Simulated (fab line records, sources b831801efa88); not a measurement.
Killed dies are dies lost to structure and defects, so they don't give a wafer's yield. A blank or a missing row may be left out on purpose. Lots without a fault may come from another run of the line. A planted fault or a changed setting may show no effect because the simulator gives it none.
Which tool did it? | flow sky130 | 13 lots, 39 wafers sampled, at 4 steps of a route of 708

WHAT THE GAUGES READ, wafer by wafer
SKY_VT_ADJUST_HVTP_TW_MEAS_11. Usual: VT_ADJUST_HVTP_TW 1361, standard deviation 11.
lot  | measured     | on            | VT_ADJUST_HVTP_TW | flag
L204 | day 6 03:45  | film_metro-03 | 1369 1374 1372    |
L205 | day 6 08:47  | film_metro-01 | 1335 1332 1341    |
L206 | day 6 19:14  | film_metro-02 | 1356 1358 1362    |
L207 | day 6 20:12  | film_metro-03 | 1369 1367 1368    |
L212 | day 8 05:33  | film_metro-01 | 1349 1350 1349    |
L214 | day 9 00:06  | film_metro-01 | 1354 1357 1358    |
L215 | day 9 06:57  | film_metro-02 | 1355 1361 1363    |
L219 | day 10 03:29 | film_metro-03 | 1371 1368 1373    |
L222 | day 10 22:57 | film_metro-03 | 1373 1368 1371    |
L224 | day 11 09:59 | film_metro-01 | 1351 1348 1335    |
L225 | day 11 13:54 | film_metro-03 | 1362 1364 1372    |
L226 | day 11 19:52 | film_metro-02 | 1361 1366 1359    |
L227 | day 12 11:41 | film_metro-02 | 1361 1361 1365    |

SKY_GATE_OXIDE_TW_MEAS_14. Usual: GATE_OXIDE_TW 225.7, standard deviation 1.1.
lot  | measured     | on            | GATE_OXIDE_TW     | flag
L204 | day 13 21:59 | film_metro-03 | 224.4 224.9 223.4 |
L205 | day 14 04:14 | film_metro-02 | 224.8 225.8 225.5 |
L206 | day 14 19:14 | film_metro-04 | 226.4 226.9 227.8 |
L207 | day 14 19:46 | film_metro-03 | 226.7 225.9 226.0 |
L212 | day 16 19:44 | film_metro-02 | 225.5 223.5 224.3 |
L214 | day 17 18:44 | film_metro-03 | 225.1 224.4 224.8 |
L215 | day 18 05:38 | film_metro-04 | 227.1 227.7 225.6 |
L219 | day 19 08:35 | film_metro-03 | 225.8 225.4 226.7 |
L222 | day 20 11:46 | film_metro-02 | 225.2 223.9 225.1 |
L224 | day 20 20:59 | film_metro-04 | 226.3 227.1 227.2 |
L225 | day 21 11:26 | film_metro-04 | 227.4 227.6 228.4 |
L226 | day 21 16:35 | film_metro-02 | 225.9 225.3 225.2 |
L227 | day 22 09:23 | film_metro-02 | 223.6 225.9 224.5 |

WHICH TOOL RAN EACH LOT (tool, then ch and the chambers of the sampled wafers, then the start)
lot  | SKY_VT_ADJUST_LVTN_STRIP_09          | SKY_SONOS_ONO_SOFTBAKE_09
L204 | plasma_asher-04 ch 0, day 6 22:23    | litho_track-02 ch 0, day 12 04:25
L205 | plasma_asher-04 ch 0,1, day 7 04:14  | litho_track-04 ch 0, day 12 11:35
L206 | plasma_asher-01 ch 0,1, day 7 15:16  | litho_track-03 ch 0, day 13 01:23
L207 | plasma_asher-04 ch 0,1, day 7 16:44  | litho_track-03 ch 0, day 13 02:17
L212 | plasma_asher-01 ch 0,1, day 9 03:11  | litho_track-03 ch 0, day 14 23:35
L214 | plasma_asher-01 ch 0, day 9 22:01    | litho_track-03 ch 0, day 15 21:16
L215 | plasma_asher-01 ch 0,1, day 10 04:47 | litho_track-03 ch 0, day 16 07:32
L219 | plasma_asher-02 ch 0,1, day 11 02:08 | litho_track-04 ch 0, day 17 08:50
L222 | plasma_asher-04 ch 0,1, day 11 22:41 | litho_track-02 ch 0, day 18 10:26
L224 | plasma_asher-01 ch 0,1, day 12 10:04 | litho_track-04 ch 0, day 18 21:56
L225 | plasma_asher-02 ch 0,1, day 12 14:20 | litho_track-04 ch 0, day 19 08:52
L226 | plasma_asher-02 ch 0,1, day 12 20:38 | litho_track-03 ch 0, day 19 13:31
L227 | plasma_asher-01 ch 0,1, day 13 12:46 | litho_track-02 ch 0, day 20 06:23
- SKY_VT_ADJUST_LVTN_STRIP_09: strips in O2/N2.
- SKY_SONOS_ONO_SOFTBAKE_09: time 60 s.

WHAT THE TOOLS THEMSELVES READ (means of the sampled wafers that have a number; where no wafer has one, the mark that the record gives instead)
SKY_VT_ADJUST_LVTN_STRIP_09. Usual: drypump_motor_current_A 5.7 A, standard deviation 0.6; oes_product_au 0.722 a.u., standard deviation 0.0044; strip_time_to_endpoint_s 36.95 s, standard deviation 0.12.
lot  | tool            | drypump_motor_current_A (A) | oes_product_au (a.u.) | strip_time_to_endpoint_s (s) | flag
L204 | plasma_asher-04 | 4.7                         | 0.720                 | 37.01                        |
L205 | plasma_asher-04 | 4.9                         | 0.719                 | 37.09                        |
L206 | plasma_asher-01 | 5.8                         | 0.723                 | 37.04                        |
L207 | plasma_asher-04 | 5.0                         | 0.723                 | 36.98                        |
L212 | plasma_asher-01 | 5.8                         | 0.720                 | 36.89                        |
L214 | plasma_asher-01 | 5.8                         | 0.725                 | 36.74                        |
L215 | plasma_asher-01 | 5.7                         | 0.718                 | 36.99                        |
L219 | plasma_asher-02 | 6.2                         | 0.723                 | 36.89                        |
L222 | plasma_asher-04 | 4.9                         | 0.722                 | 36.90                        |
L224 | plasma_asher-01 | 5.8                         | 0.728                 | 37.05                        |
L225 | plasma_asher-02 | 6.3                         | 0.726                 | 36.89                        |
L226 | plasma_asher-02 | 6.4                         | 0.729                 | 36.98                        |
L227 | plasma_asher-01 | 5.8                         | 0.723                 | 36.85                        |

SKY_SONOS_ONO_SOFTBAKE_09. Usual: heater_power_total_W 56.60 W, standard deviation 0.044; plate_temp_C 90.01 C, standard deviation 0.11.
lot  | tool           | heater_power_total_W (W) | plate_temp_C (C) | flag
L204 | litho_track-02 | 56.59                    | 89.92            |
L205 | litho_track-04 | 56.56                    | 89.92            |
L206 | litho_track-03 | 56.58                    | 90.04            |
L207 | litho_track-03 | 56.55                    | 90.08            |
L212 | litho_track-03 | 56.62                    | 90.04            |
L214 | litho_track-03 | 57.16                    | 90.67            | OFF
L215 | litho_track-03 | 57.19                    | 90.60            | OFF
L219 | litho_track-04 | 56.58                    | 90.05            |
L222 | litho_track-02 | 56.57                    | 90.04            |
L224 | litho_track-04 | 56.63                    | 89.95            |
L225 | litho_track-04 | 56.63                    | 89.95            |
L226 | litho_track-03 | 56.58                    | 89.94            |
L227 | litho_track-02 | 56.61                    | 89.99            |

THE ANSWER, worked out from the rows above alone
Rule: a lot is off if the mean of its wafers that have a number lies more than 3 standard deviations from the usual mean. A lot without any number at a reading at which 4 lots or more have one is off too. The other lots that the step has rows for count as sound. The gauges are gone through in route order, then the tools' own readings, and for those a lot's mean is taken as printed above. The first step at which some lot is off is used, and at that step the reading that is off furthest; a lot without a number counts as furthest.
Off: L214, L215, at SKY_SONOS_ONO_SOFTBAKE_09 (heater_power_total_W).
A tool fits if, at that step or a process step before it, it ran every lot that is off, and no sound lot after the first of them. None of those tried fits.

WHAT THE SIMULATOR HAD PUT IN
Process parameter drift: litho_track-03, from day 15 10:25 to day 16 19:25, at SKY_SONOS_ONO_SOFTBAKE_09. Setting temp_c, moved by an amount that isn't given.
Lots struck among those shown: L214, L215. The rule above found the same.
